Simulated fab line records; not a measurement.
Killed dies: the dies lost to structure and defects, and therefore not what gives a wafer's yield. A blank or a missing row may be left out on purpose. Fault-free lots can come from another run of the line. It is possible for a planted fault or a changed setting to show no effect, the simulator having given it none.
Chamber matching | flow sky130 | SKY_CAPM_CVD_00 on pecvd-03 has 3 sister chambers
The step deposits SiO2, target thk 15.5 nm. 3 wafers are shown with their chamber, then 11 later ones without.

== WAFERS, EACH WITH ITS CHAMBER ==
wafer  | chamber | heater power w (W)
L091.2 | 1       | 597
L091.5 | 2       | 812
L093.1 | 0       | 767

== WAFERS MISSING THEIR CHAMBER ==
wafer  | heater power w (W)
L093.4 | 590
L093.5 | 714
L094.1 | 850
L094.4 | 728
L094.6 | 491
L097.1 | 825
L097.3 | 769
L097.5 | 760
L096.3 | 887
L096.4 | 803
L096.5 | 896

== WHICH CHAMBER EACH WENT THROUGH ==
wafer  | from the rows above          | in truth
L093.4 | 1                            | 1
L093.5 | can't be placed: 0 or 2 or 1 | 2
L094.1 | can't be placed: 2 or 0      | 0
L094.4 | can't be placed: 0 or 2 or 1 | 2
L094.6 | 1                            | 1
L097.1 | can't be placed: 2 or 0      | 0
L097.3 | can't be placed: 0 or 2      | 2
L097.5 | can't be placed: 0 or 2      | 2
L096.3 | can't be placed: 2 or 0      | 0
L096.4 | can't be placed: 2 or 0      | 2
L096.5 | can't be placed: 2 or 0      | 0
Correctly placed: 2 of 11. Not placeable from these rows: 9 (in 9, the candidates include the true chamber). 0 placed wrongly.
How it was worked out, from the rows above alone: a wafer's distance from a chamber is the root of the sum, over the readings, of the square of ((its reading less the chamber's mean) divided by the reading's scatter). The wafer belongs to the nearest chamber; if the next one is less than 2 further off, it can't be placed. Each chamber's mean is taken over the wafers shown for it. The scatter (one wafer shown for each chamber): square how far every hidden wafer sits from the nearest shown wafer, average those squares and take the square root.
